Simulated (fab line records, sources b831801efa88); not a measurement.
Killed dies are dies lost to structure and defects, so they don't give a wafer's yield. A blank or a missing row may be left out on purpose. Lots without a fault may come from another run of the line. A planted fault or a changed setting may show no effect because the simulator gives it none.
One fault seen from 2 desks | flow gf180mcu | each desk has only its own numbers; what lay behind them comes last

THE TOOL OWNER'S DESK: pecvd-03
The tool's own readings at GF_V1_CVD_02 (deposits SiO2 from TEOS, target thk 850 nm, time 94.851 s): means of the sampled wafers that have a number, for each lot that ran on this tool. A lot is out of limits, marked OUT, if its mean lies more than 4 standard deviations from the usual mean; the brackets give that distance.
Columns: A = heater_power_w at GF_V1_CVD_02, usual 718 W; B = run_length_s at GF_V1_CVD_02, usual 122.6 s
lot  | first seen here | A   | B
L377 | day 18 17:26    | 741 | 122.4
L386 | day 22 01:43    | 724 | 122.4
L389 | day 23 07:50    | 738 | 126.1 (+9.6) OUT
This desk's finding: out of limits on L389; first on L389, day 23 07:50 (run_length_s at GF_V1_CVD_02). In limits: L377, L386.

THE METROLOGY DESK
What the gauges read, lot by lot, whatever tool the lot ran on: means of the sampled wafers that have a number. A lot is out of limits, marked OUT, if its mean lies more than 4 standard deviations from the usual mean; the brackets give that distance.
Columns: A = V1_CVD_02_THK at GF_V1_THK_MEAS_03, usual 854 nm; B = cd_nm at GF_V1_CD_MEAS_14, usual 260.1 nm
lot  | first seen here | A   | B
L373 | day 17 09:31    | 866 | 258.8
L375 | day 18 06:48    | 846 | 259.6
L376 | day 18 07:07    | 849 | 260.7
L377 | day 18 17:31    | 859 | 259.0
L381 | day 20 06:06    | 841 | 261.5
L385 | day 21 16:40    | 845 | 259.3
L386 | day 22 01:47    | 843 | 259.0
L387 | day 22 09:59    | 846 | 259.5
L389 | day 23 07:54    | 889 | 261.5
L394 | day 24 15:58    | 855 | 260.6
L395 | day 24 17:32    | 849 | 260.7
This desk's finding: nothing out of limits on any of the 11 lots.

PUT TOGETHER
The tool owner's desk could have raised an alarm at day 23 07:50, on L389.
The metrology desk saw nothing out of limits.
The metrology desk has L389 on record, within its limits.
Of the lots named, all ran GF_V1_CVD_02 on pecvd-03.

WHAT THE SIMULATOR HAD PUT IN
Process parameter drift: pecvd-03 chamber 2, from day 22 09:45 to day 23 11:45, at GF_V1_CVD_02. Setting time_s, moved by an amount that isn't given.
Lots struck among those shown: L389.
Hours from the fault's start to each desk's first reading out of limits: the tool owner's desk, 22.
